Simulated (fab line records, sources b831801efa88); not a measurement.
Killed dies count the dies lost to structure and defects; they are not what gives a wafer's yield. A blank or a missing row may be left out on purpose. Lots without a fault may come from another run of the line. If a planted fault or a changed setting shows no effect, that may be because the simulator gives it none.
fab line records	flow gf180mcu
record lots=14	wafers=42	last-day=34
route steps=602 shown SALICIDE@284 CONTACT@302 M1@316
lots that met no fault: taken from a fault-free run of the same line
start-h: the number of hours between the record's first day and the start of the first shown wafer of the lot	wait-h: how many hours have passed since the lot's step before this one	" the same as in the row above	L1.1+2: a single row standing in for several wafers	- either no value or no given start	* or withheld: withheld	< > ~ a bound
route shown NAME@n: NAME is a module with steps in the file, n the number in the route of the first one	usual: average and standard deviation across the fault-free wafers	same: alike in all rows	chamber/n: place in a boat	sites: the reading at each site	_std_site: standard deviation of those values	_edge_site: the outer-site mean with the inner-site mean subtracted	radius-mm: for every site, how far away it sits from the centre of the wafer	mask NAME#n: copy n	behind: the tool/chamber that last shaped the wafer	hold: the reason the lot was held/the length of the hold in hours/how it ended	device: transistor that didn't switch, given as n, p or np	end of line: tests run on the same wafers once the route is complete	a step without rows: its recipe alone	killed: at the first sort, the dies lost to defects and structure; wafer yield is something else	map: per-die view of a wafer (x killed, . not killed, _ where there is no die)
set.NAME: setting as actually run; set.NAME@STEP: the setting as run at that earlier step	model.NAME: the simulator's own value behind a step, which no gauge read
a sample of lots followed through the steps of the route, with each step as a table and each wafer as a row
services: the hour from which a tool's chamber was out of use, counted from the record's first day as start-h (under 0 if before that day), plus the number of hours and why
## steps
# step GF_SALICIDE_RTA_06
# recipe temp-c=530	time-s=30	ambient=N2
# usual lamp-power-pct=6.84/0.2	wafer_temp_C_max=532.4/0.56
lot.wafer	tool	chamber	start-h	wait-h	lamp-power-pct	wafer_temp_C_max
L654.1	rtp-anneal-02	0	338.63	0.1	7.02	532.7
L654.4	"	0	"	"	7.02	532.9
L654.5	"	0	"	"	7.02	532.9
L657.1	rtp-anneal-01	0	365.98	0.1	6.61	531.6
L657.2	"	0	"	"	6.62	531.4
L657.4	"	0	"	"	6.62	531.3
L658.1	rtp-anneal-01	0	381.00	0.1	6.60	532.0
L658.2	"	0	"	"	6.61	532.9
L658.4	"	0	"	"	6.63	532.5
L659.1	rtp-anneal-01	0	381.30	0.1	6.62	532.4
L659.2	"	0	"	"	6.62	532.1
L659.4	"	0	"	"	6.61	532.1
L660.2	rtp-anneal-01	0	400.36	0.1	6.63	532.3
L660.5	"	0	"	"	6.62	531.7
L660.6	"	0	"	"	6.61	532.7
L661.1	rtp-anneal-02	0	401.66	0.1	7.02	533.1
L661.4	"	0	"	"	7.04	532.7
L661.6	"	0	"	"	7.02	533.1
L665.2	rtp-anneal-02	0	435.67	0.1	7.04	533.5
L665.3	"	0	"	"	7.03	532.6
L665.4	"	0	"	"	7.03	532.0
L668.1	rtp-anneal-02	0	466.38	0.1	7.02	531.8
L668.2	"	0	"	"	7.02	532.5
L668.4	"	0	"	"	7.02	532.6
L669.3	rtp-anneal-01	0	475.81	0.1	6.63	532.6
L669.5	"	0	"	"	6.62	532.2
L669.6	"	0	"	"	6.63	532.6
L670.2	rtp-anneal-02	0	490.46	0.1	7.02	532.8
L670.4	"	0	"	"	7.03	532.4
L670.5	"	0	"	"	7.01	532.7
L671.1	rtp-anneal-01	0	491.39	0.1	6.61	532.1
L671.4	"	0	"	"	6.61	532.5
L671.6	"	0	"	"	6.61	532.3
L672.2	rtp-anneal-02	0	495.75	0.1	7.03	532.4
L672.4	"	0	"	"	7.02	532.5
L672.5	"	0	"	"	7.03	532.5
L674.1	rtp-anneal-01	0	517.01	0.1	6.61	532.4
L674.4	"	0	"	"	6.62	531.9
L674.5	"	0	"	"	6.61	532.0
L676.1	rtp-anneal-02	0	526.70	0.1	7.02	532.0
L676.5	"	0	"	"	7.02	532.7
L676.6	"	0	"	"	7.03	532.8
# step GF_CONTACT_OVL_MEAS_15
# usual CONTACT_OVL=-1/5.1
lot.wafer	tool	chamber	start-h	wait-h	CONTACT_OVL[nm]
L654.1	overlay-02	-	360.84	0.1	0
L654.4	"	-	"	"	11
L654.5	"	-	"	"	11
L657.1	overlay-01	-	389.54	0.1	7
L657.2	"	-	"	"	2
L657.4	"	-	"	"	-7
L658.1	overlay-02	-	403.92	0.1	0
L658.2	"	-	"	"	-13
L658.4	"	-	"	"	-6
L659.1	overlay-02	-	404.99	0.1	1
L659.2	"	-	"	"	-12
L659.4	"	-	"	"	-14
L660.2	overlay-02	-	424.87	0.1	-8
L660.5	"	-	"	"	8
L660.6	"	-	"	"	-3
L661.1	overlay-02	-	426.49	0.1	-1
L661.4	"	-	"	"	-4
L661.6	"	-	"	"	3
L665.2	overlay-02	-	460.70	0.1	3
L665.3	"	-	"	"	4
L665.4	"	-	"	"	-2
L668.1	overlay-01	-	491.24	0.1	5
L668.2	"	-	"	"	-1
L668.4	"	-	"	"	1
L669.3	overlay-02	-	500.38	0.1	-8
L669.5	"	-	"	"	0
L669.6	"	-	"	"	-11
L670.2	overlay-01	-	515.25	0.1	2
L670.4	"	-	"	"	-5
L670.5	"	-	"	"	-13
L671.1	overlay-02	-	515.97	0.1	-4
L671.4	"	-	"	"	-2
L671.6	"	-	"	"	7
L672.2	overlay-01	-	520.00	0.1	4
L672.4	"	-	"	"	-2
L672.5	"	-	"	"	-6
L674.1	overlay-01	-	540.82	0.1	-1
L674.4	"	-	"	"	-3
L674.5	"	-	"	"	-5
L676.1	overlay-02	-	550.64	0.1	6
L676.5	"	-	"	"	5
L676.6	"	-	"	"	0
# step GF_M1_SPUTTER_01
# recipe material=TiN	target-thk-nm=30	power-w=6500	time-s=25	chamber-pressure-pa=0.4
# usual cathode-dc-power-W=6500.1/1.3	chamber-pressure-pa=0.3999/0.00074	throttle-valve-pct=30.1/1
lot.wafer	tool	chamber	start-h	wait-h	cathode-dc-power-W	chamber-pressure-pa	throttle-valve-pct
L654.1	pvd-sputter-03	-	362.12	0.1	6500.1	0.4007	29.6
L654.4	"	-	"	"	6498.4	0.3997	30.8
L654.5	"	-	"	"	6499.2	0.4014	29.9
L657.1	pvd-sputter-03	-	390.82	0.1	6499.9	0.4005	31.4
L657.2	"	-	"	"	6499.5	0.3990	30.3
L657.4	"	-	"	"	6500.6	0.3993	31.0
L658.1	pvd-sputter-02	-	405.51	0.1	6499.5	0.3994	28.5
L658.2	"	-	"	"	6501.1	0.4006	31.1
L658.4	"	-	"	"	6500.8	0.3988	31.8
L659.1	pvd-sputter-01	-	406.38	0.1	6500.8	0.3990	30.0
L659.2	"	-	"	"	6500.6	0.3998	29.3
L659.4	"	-	"	"	6500.5	0.3987	28.5
L660.2	pvd-sputter-01	-	426.15	0.1	-	-	-
L660.5	"	-	"	"	-	-	-
L660.6	"	-	"	"	-	-	-
L661.1	pvd-sputter-03	-	427.77	0.1	-	-	-
L661.4	"	-	"	"	-	-	-
L661.6	"	-	"	"	-	-	-
L665.2	pvd-sputter-01	-	461.97	0.1	6500.4	0.4002	30.1
L665.3	"	-	"	"	6500.6	0.3987	28.4
L665.4	"	-	"	"	6503.0	0.3996	29.0
L668.1	pvd-sputter-03	-	492.61	0.1	6502.6	0.3991	30.8
L668.2	"	-	"	"	6499.1	0.3983	30.0
L668.4	"	-	"	"	6501.7	0.3995	29.7
L669.3	pvd-sputter-02	-	501.66	0.1	6500.0	0.4012	31.2
L669.5	"	-	"	"	6502.1	0.4000	31.4
L669.6	"	-	"	"	6500.1	0.4008	30.4
L670.2	pvd-sputter-03	-	516.65	0.1	6501.4	0.4009	31.5
L670.4	"	-	"	"	6499.4	0.4000	29.8
L670.5	"	-	"	"	6501.1	0.4001	29.6
L671.1	pvd-sputter-01	-	517.24	0.1	6496.1	0.3998	28.5
L671.4	"	-	"	"	6500.1	0.3992	29.0
L671.6	"	-	"	"	6498.5	0.4000	29.2
L672.2	pvd-sputter-03	-	521.27	0.1	6502.3	0.4010	29.6
L672.4	"	-	"	"	6498.9	0.3994	31.6
L672.5	"	-	"	"	6499.5	0.4013	30.7
L674.1	pvd-sputter-01	-	542.10	0.1	6499.0	0.3996	30.3
L674.4	"	-	"	"	6498.5	0.3996	30.1
L674.5	"	-	"	"	6501.6	0.3990	28.1
L676.1	pvd-sputter-03	-	552.04	0.1	6499.8	0.3999	31.8
L676.5	"	-	"	"	6500.2	0.3995	31.7
L676.6	"	-	"	"	6501.7	0.3993	31.1
# step GF_M1_CD_MEAS_14
# recipe target-cd-nm=230
# usual cd-nm=230.3/1.2
lot.wafer	tool	chamber	start-h	wait-h	cd-nm
L654.1	cd-sem-01	-	384.17	0.1	231.1
L654.4	"	-	"	"	231.5
L654.5	"	-	"	"	231.1
L657.1	cd-sem-02	-	413.60	0.1	229.1
L657.2	"	-	"	"	230.3
L657.4	"	-	"	"	230.1
L658.1	cd-sem-02	-	429.65	0.1	228.4
L658.2	"	-	"	"	228.9
L658.4	"	-	"	"	229.5
L659.1	cd-sem-01	-	430.60	0.1	229.4
L659.2	"	-	"	"	229.5
L659.4	"	-	"	"	230.1
L660.2	cd-sem-01	-	450.89	0.1	229.5
L660.5	"	-	"	"	230.4
L660.6	"	-	"	"	229.0
L661.1	cd-sem-01	-	452.25	0.1	228.9
L661.4	"	-	"	"	230.6
L661.6	"	-	"	"	230.8
L665.2	cd-sem-02	-	486.42	0.1	232.3
L665.3	"	-	"	"	231.5
L665.4	"	-	"	"	231.9
L668.1	cd-sem-01	-	516.20	0.1	230.6
L668.2	"	-	"	"	230.7
L668.4	"	-	"	"	230.0
L669.3	cd-sem-02	-	525.21	0.1	230.8
L669.5	"	-	"	"	231.4
L669.6	"	-	"	"	231.7
L670.2	cd-sem-02	-	539.39	0.1	229.5
L670.4	"	-	"	"	229.6
L670.5	"	-	"	"	230.1
L671.1	cd-sem-01	-	539.72	0.1	230.3
L671.4	"	-	"	"	231.7
L671.6	"	-	"	"	230.9
L672.2	cd-sem-01	-	543.82	0.1	232.1
L672.4	"	-	"	"	230.6
L672.5	"	-	"	"	230.4
L674.1	cd-sem-02	-	564.52	0.1	231.6
L674.4	"	-	"	"	230.6
L674.5	"	-	"	"	228.4
L676.1	cd-sem-02	-	573.62	0.1	230.2
L676.5	"	-	"	"	231.8
L676.6	"	-	"	"	230.4
# step GF_M1_METAL_ETCH_16
# recipe chemistry=Cl2/BCl3	mask-material=KrF	target-depth-nm=627.5	stop-on=SiO2	pressure-mtorr=8	icp-w=800	bias-w=140	Cl2_flow_sccm=80	bcl3-flow-sccm=40	time-s=104.6
# usual drypump-motor-current-A=5.8/0.44	oes-product-au=0.973/0.008	throttle-valve-pct=28.250/0.011
lot.wafer	tool	chamber	start-h	wait-h	drypump-motor-current-A	oes-product-au	rf-hours-counter-h	throttle-valve-pct
L654.1	rie-metal-03	1	384.32	0.0	5.2	0.968	2	28.251
L654.4	"	1	"	"	5.2	0.961	-	28.260
L654.5	"	0	"	"	5.7	0.977	-	28.247
L657.1	rie-metal-04	1	413.76	0.0	6.5	0.975	5	28.249
L657.2	"	1	"	"	6.5	0.974	-	28.231
L657.4	"	1	"	"	6.5	0.979	-	28.239
L658.1	rie-metal-04	0	429.81	0.0	5.6	0.972	10	28.248
L658.2	"	1	"	"	6.5	0.968	5	28.265
L658.4	"	0	"	"	5.6	0.977	-	28.253
L659.1	rie-metal-01	1	430.76	0.0	5.6	0.960	8	28.256
L659.2	"	0	"	"	6.3	0.977	8	28.255
L659.4	"	1	"	"	5.5	0.971	-	28.258
L660.2	rie-metal-03	0	451.03	0.0	5.7	0.946	4	28.278
L660.5	"	1	"	"	5.2	0.941	-	28.293
L660.6	"	0	"	"	5.7	0.948	-	28.275
L661.1	rie-metal-01	0	452.41	0.0	6.3	0.947	9	28.261
L661.4	"	1	"	"	5.5	0.949	-	28.272
L661.6	"	0	"	"	6.3	0.952	-	28.274
L665.2	rie-metal-03	1	486.56	0.0	5.3	0.968	4	28.253
L665.3	"	1	"	"	5.2	0.966	-	28.263
L665.4	"	0	"	"	5.7	0.977	-	28.262
L668.1	rie-metal-01	0	516.36	0.0	6.3	0.985	10	28.244
L668.2	"	1	"	"	5.5	0.981	10	28.240
L668.4	"	0	"	"	6.3	0.989	-	28.236
L669.3	rie-metal-04	1	525.36	0.1	6.5	0.962	-	28.266
L669.5	"	0	"	"	5.6	0.966	-	28.232
L669.6	"	1	"	"	6.5	0.970	-	28.267
L670.2	rie-metal-04	0	539.53	0.0	5.6	0.968	0	28.237
L670.4	"	1	"	"	6.5	0.964	-	28.262
L670.5	"	1	"	"	6.5	0.973	-	28.255
L671.1	rie-metal-03	1	539.88	0.0	5.3	0.970	5	28.248
L671.4	"	1	"	"	5.2	0.965	-	28.246
L671.6	"	0	"	"	5.7	0.977	-	28.234
L672.2	rie-metal-01	1	543.96	0.0	5.5	0.982	11	28.246
L672.4	"	0	"	"	6.3	0.984	-	28.243
L672.5	"	1	"	"	5.5	0.982	-	28.233
L674.1	rie-metal-01	1	564.68	0.0	5.5	0.977	11	28.240
L674.4	"	0	"	"	6.3	0.981	-	28.235
L674.5	"	1	"	"	5.5	0.990	-	28.240
L676.1	rie-metal-04	1	573.78	0.0	6.5	0.962	9	28.252
L676.5	"	1	"	"	6.5	0.972	-	28.266
L676.6	"	0	"	"	5.6	0.973	-	28.248
## services
tool	chamber	start-h	hours	kind
pvd-sputter-01	-	318.73	0.6	repair
pvd-sputter-03	2	351.03	-	consumable-replace:kit
pvd-sputter-03	2	351.03	18.0	scheduled-down
pvd-sputter-03	2	351.03	18.0	vent-cycle
rie-metal-04	-	363.97	0.2	repair
pvd-sputter-01	-	365.85	5.8	repair
pvd-sputter-03	-	375.35	2.0	repair
pvd-sputter-02	-	394.83	5.3	repair
rie-metal-04	0	408.85	7.4	repair
pvd-sputter-02	-	413.61	9.9	repair
pvd-sputter-03	-	450.83	15.0	repair
pvd-sputter-01	0	462.09	-	consumable-replace:kit
pvd-sputter-01	0	462.09	18.0	scheduled-down
pvd-sputter-01	0	462.09	18.0	vent-cycle
pvd-sputter-02	-	479.81	1.1	repair
rie-metal-04	0	503.07	-	clean
rie-metal-04	0	503.07	17.8	scheduled-down
rie-metal-04	0	503.07	17.8	vent-cycle
rie-metal-03	1	508.46	14.7	repair
rie-metal-01	1	535.80	6.1	repair
pvd-sputter-03	1	540.58	-	consumable-replace:kit
pvd-sputter-03	1	540.58	18.0	scheduled-down
pvd-sputter-03	1	540.58	18.0	vent-cycle
pvd-sputter-01	-	569.74	3.5	repair
## key
first-sign step=GF_M1_SPUTTER_01	reading=tool-record	direction=missing
effect step=GF_M1_METAL_ETCH_16	reading=oes-product-au	direction=down	sigmas=3.2	usual=0.973	struck=0.947
met-at GF_M1_SPUTTER_01
struck-lots L660,L661
later-rows-left-out L660.2,L660.5,L660.6,L661.1,L661.4,L661.6
sort-left-out L660.2,L660.5,L660.6,L661.1,L661.4,L661.6
not-acting-at GF_SALICIDE_RTA_06,GF_CONTACT_OVL_MEAS_15,GF_M1_CD_MEAS_14
onset-between 406.38 426.15
fault kind=skipped-step-whole	tool=pvd-sputter-01,pvd-sputter-03	chamber=-	onset-h=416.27	steps=GF_M1_SPUTTER_01	scope=struck-lots-only
# sort-left-out: the simulated sort isn't trusted on such a fault, so these wafers' sort isn't shown, and their yield isn't known
# later-rows-left-out: the simulator's readings of these wafers behind a module that went badly wrong aren't trusted and aren't shown, but for the sort
